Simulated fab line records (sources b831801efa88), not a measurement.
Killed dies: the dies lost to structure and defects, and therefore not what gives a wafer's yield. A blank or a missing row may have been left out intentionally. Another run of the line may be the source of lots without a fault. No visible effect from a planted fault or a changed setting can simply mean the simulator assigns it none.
A lot that was struck, set against a sound lot	flow sky130	38 out of 708 route steps
Sound: the wafers L894.2, L894.4, L894.5. Struck: wafer L908.6 (left out: L908.3, L908.5 of the same lot, which were not struck); the cause appears at the end.
Per side, at each step with rows, come the tool, then ch with its chambers, and then its first start. Under that, the readings that differ: sound wafers	struck wafers	difference of the means	sigmas: that difference in standard deviations of wafers without a fault.
alike: same words and numbers on both sides, and readings whose means sit less than 2 such deviations apart. not compared: any withheld reading, any reading some wafer has no value for, any bound like >300 that may hide the same value, and any number with overlapping values for which the record gives no deviation.
Wherever a step has rows on one side only, a row that says differs or no value, or a row with sigmas, the two part there. Numbers that have no deviation but don't overlap get no sigmas and don't part them. Lack of a reading on every wafer of one side parts them only where that side has two or more wafers.

first, 9 steps without rows for these wafers: SKY_VIA2_SPUTTER_20 (material TiN, target thk 20 nm, time 80 s); SKY_VIA2_CVD_21 (deposits W, target thk 420 nm, time 126.4 s); SKY_VIA2_CMP_24 (polishes, stops on SiO2, t overpolish 20 s, target thk 0 nm); SKY_METAL3_SPUTTER_00 (material Ti, target thk 15 nm, time 10 s); SKY_METAL3_SPUTTER_01 (material TiN, target thk 20 nm, time 16.7 s); SKY_METAL3_SPUTTER_02 (material AlCu, target thk 735 nm, time 39.1 s); SKY_METAL3_SPUTTER_03 (material Ti, target thk 5 nm, time 3.3 s); SKY_METAL3_SPUTTER_04 (material TiN, target thk 70 nm, time 58.3 s); SKY_CAPM_CVD_00 (deposits SiO2, target thk 15.5 nm).
SKY_CAPM_SPUTTER_02: material TiN, target thk 200 nm, time 166.7 s.
  sound: pvd sputter-03 at day 36 21:26; struck: pvd sputter-03 at day 41 06:27
reading	sound	struck	difference	sigmas
model.TiN_of_CAPM_SPUTTER_02.thk nm (nm)	208.7 209.1 210.8	274.2	+64.7	
  alike: throttle valve pct
SKY_CAPM_RS_MEAS_03: a four-point-probe measurement.
  sound: film metro-02 at day 36 21:34; struck: film metro-01 at day 41 06:36
reading	sound	struck	difference	sigmas
CAPM_TIN_RS (ohm/sq)	6.62 6.63 6.55	5.02	-1.58	-22
SKY_CAPM_THK_MEAS_04: measures by xrf.
  sound: film metro-02 at day 36 21:41; struck: film metro-01 at day 41 06:42
reading	sound	struck	difference	sigmas
CAPM_TIN_THK (nm)	208.8 211.0 212.1	274.6	+64.0	+28
then, 7 steps without rows for these wafers: SKY_CAPM_DEHYDRATE_05 (time 60 s); SKY_CAPM_HMDS_06 (prime time 60 s); SKY_CAPM_COAT_07 (resist thk 1140 nm); SKY_CAPM_SOFTBAKE_08 (time 60 s); SKY_CAPM_EXPOSE_09 (exposes mask CAPM, target cd 1000 nm); SKY_CAPM_PEB_10; SKY_CAPM_DEVELOP_11 (develop time 60 s).
SKY_CAPM_METAL_ETCH_13: etches TiN in Cl2/BCl3, stops on SiO2, target depth 220 nm, time 62.9 s.
  sound on rie metal-04 ch 1, day 37 22:49; struck on rie metal-03 ch 1, day 42 06:06
  alike: chamber pressure mTorr, drypump motor current A, oes product au, throttle valve pct
  not compared: rf hours counter h
then, 16 steps without rows for these wafers: SKY_CAPM_STRIP_14 (strips in O2/N2); SKY_CAPM_STRIP_15 (strips in post etch residue remover, time 1200 s); SKY_CAPM_CLEAN_16 (cleans in IPA, time 180 s); SKY_CAPM_CLEAN_17 (cleans in O3/DIW); SKY_METAL3_DEHYDRATE_05 (time 60 s); SKY_METAL3_HMDS_06 (prime time 60 s); SKY_METAL3_COAT_07 (resist thk 60 nm); SKY_METAL3_COAT_08 (resist thk 1140 nm); SKY_METAL3_SOFTBAKE_09 (time 90 s); SKY_METAL3_EXPOSE_10 (exposes mask MM3, target cd 300 nm); SKY_METAL3_PEB_11; SKY_METAL3_DEVELOP_12 (develop time 60 s); SKY_METAL3_DESCUM_15 (chemistry O2, time 8 s); SKY_METAL3_ETCH_16 (etches BARC in N2/H2, stops on SiO2, time 88.2 s, target depth 60 nm); SKY_METAL3_ETCH_17 (etches SiO2 in C4F8/O2/Ar, stops on TiN, time 3.9 s, target depth 15 nm); SKY_METAL3_METAL_ETCH_18 (etches the open film in Cl2/BCl3, stops on SiO2, target depth 845 nm, time 183.1 s).
SKY_METAL3_STRIP_20: strips in post etch residue remover, time 1200 s.
  sound on wet bench-02 ch 2, day 39 00:56; struck on wet bench-04 ch 0, day 43 06:01
reading	sound	struck	difference	sigmas
model.TiN_of_CAPM_SPUTTER_02.thk nm (nm)	207.9 208.2 210	273.3	+64.6	
  alike: temp c
-- the record jumps here: 6 days lie between the struck wafers' starts before and after (it left off in module METAL3 and takes up again in module PAD_OPEN, whose first step shown is number 708 of the route) --
SKY_PAD_OPEN_PROBE_99:
  sound: prober-01 at day 46 03:26; struck: prober-01 at day 49 13:22
reading	sound	struck	difference	sigmas
killed_at_M0_to_M3	51 47 42	63	+16	+2
killed short	46 35 34	51	+13	+2
model.etest.tester.sort n pass	400 396 410	0	-402	
model.etest.tester.sort yield pct (%)	81.3 80.49 83.33	0	-82	
model.etest.tester.sort_bin_4_pct (%)	0 0 0	72.1	+72.1	
model.etest.met3.line ohm um	0.1407 0.1385 0.1433	65.43	+65.29	
model.etest.via3 chain.rc ohm	9.259 10.21 9.196	58.87	+49.31	
model.etest.met3.rs ohm sq	0.04359 0.04249 0.04329	19.9	+19.9	
model.etest.tester.sort_bin_3_pct (%)	0.4065 0.813 1.423	7.172	+6.291	
model.etest.cap mim.plate ohm sq	5.765 5.72 5.671	4.399	-1.320	
  alike: defect limited yield, killed_at_M4_up, killed at contacts, killed at front end, killed at other, killed dies, killed open

WHERE THEY PART
At SKY_CAPM_RS_MEAS_03 first; at SKY_PAD_OPEN_PROBE_99 last (within this record only).

WHY: what had been put in by the simulator
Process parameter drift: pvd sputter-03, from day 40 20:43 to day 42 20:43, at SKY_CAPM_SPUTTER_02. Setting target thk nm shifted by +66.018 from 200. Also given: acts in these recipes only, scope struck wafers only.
